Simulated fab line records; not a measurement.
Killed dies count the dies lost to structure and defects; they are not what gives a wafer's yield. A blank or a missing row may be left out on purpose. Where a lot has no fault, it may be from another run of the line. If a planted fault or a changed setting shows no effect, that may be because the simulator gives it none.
Chamber matching -- flow sfq-line -- 4 sister chambers for SFQ_TRILAYER_I0_CMP_CMP_028 on cmp-01
The step polishes SiO2. 14 wafers are shown with their chamber, then 7 later ones without.

## WAFERS PAIRED WITH THEIR CHAMBERS
wafer,chamber,time-to-endpoint-s (s),motor-current-A (A),edge-zone-pressure-frac
L808.1,1,222,9.7,0.994
L808.2,3,208,9.3,1.002
L808.4,0,220,10.5,1.001
L810.1,3,198,9.4,0.998
L810.2,1,226,9.3,0.997
L810.5,3,209,9.8,0.996
L813.1,0,214,10.9,0.993
L813.4,3,205,9.9,1.001
L813.6,3,207,9.7,1.004
L818.2,0,212,11.2,0.999
L818.3,1,227,10.2,1.007
L818.4,2,211,10.0,1.007
L822.2,3,208,9.6,0.996
L822.3,2,209,10.6,0.999

SIGNATURES (averages over the wafers above)
reading,chamber 0,chamber 1,chamber 2,chamber 3,scatter within a chamber
time-to-endpoint-s,215.33,225.00,210.00,205.83,3.65
motor-current-A,10.867,9.733,10.300,9.617,0.332
edge-zone-pressure-frac,0.99767,0.99933,1.00300,0.99950,0.00464
Rule: for a wafer and a chamber, the distance is found by dividing, reading by reading, the gap between the wafer's reading and the chamber's mean by the reading's scatter, squaring, summing and taking the root. If the next closest chamber is less than 2 further off than the closest, the wafer can't be placed; otherwise it belongs to the closest. How the scatter is found: for the shown wafers, subtract from each reading the mean of its chamber, square and add these, divide the total by (wafers less chambers), then take the root.

## WAFERS WITH NO CHAMBER GIVEN
wafer,time-to-endpoint-s (s),motor-current-A (A),edge-zone-pressure-frac
L822.5,210,9.5,1.004
L824.1,206,10.4,1.000
L824.2,200,9.6,1.000
L824.3,224,9.8,1.005
L827.1,203,9.6,0.993
L827.2,217,9.9,0.995
L827.3,209,10.2,0.991

## WHICH CHAMBER EACH WENT THROUGH
wafer,from the rows above,in truth
L822.5,can't be placed: 3 or 2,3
L824.1,can't be placed: 2 or 3 or 0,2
L824.2,can't be placed: 3 or 2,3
L824.3,1,1
L827.1,can't be placed: 3 or 2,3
L827.2,can't be placed: 1 or 2 or 0 or 3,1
L827.3,can't be placed: 2 or 3 or 0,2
Correctly placed: 1 of 7. Unplaceable from these rows: 6, with the true chamber sitting among the candidates in 6. Wrongly placed: 0.
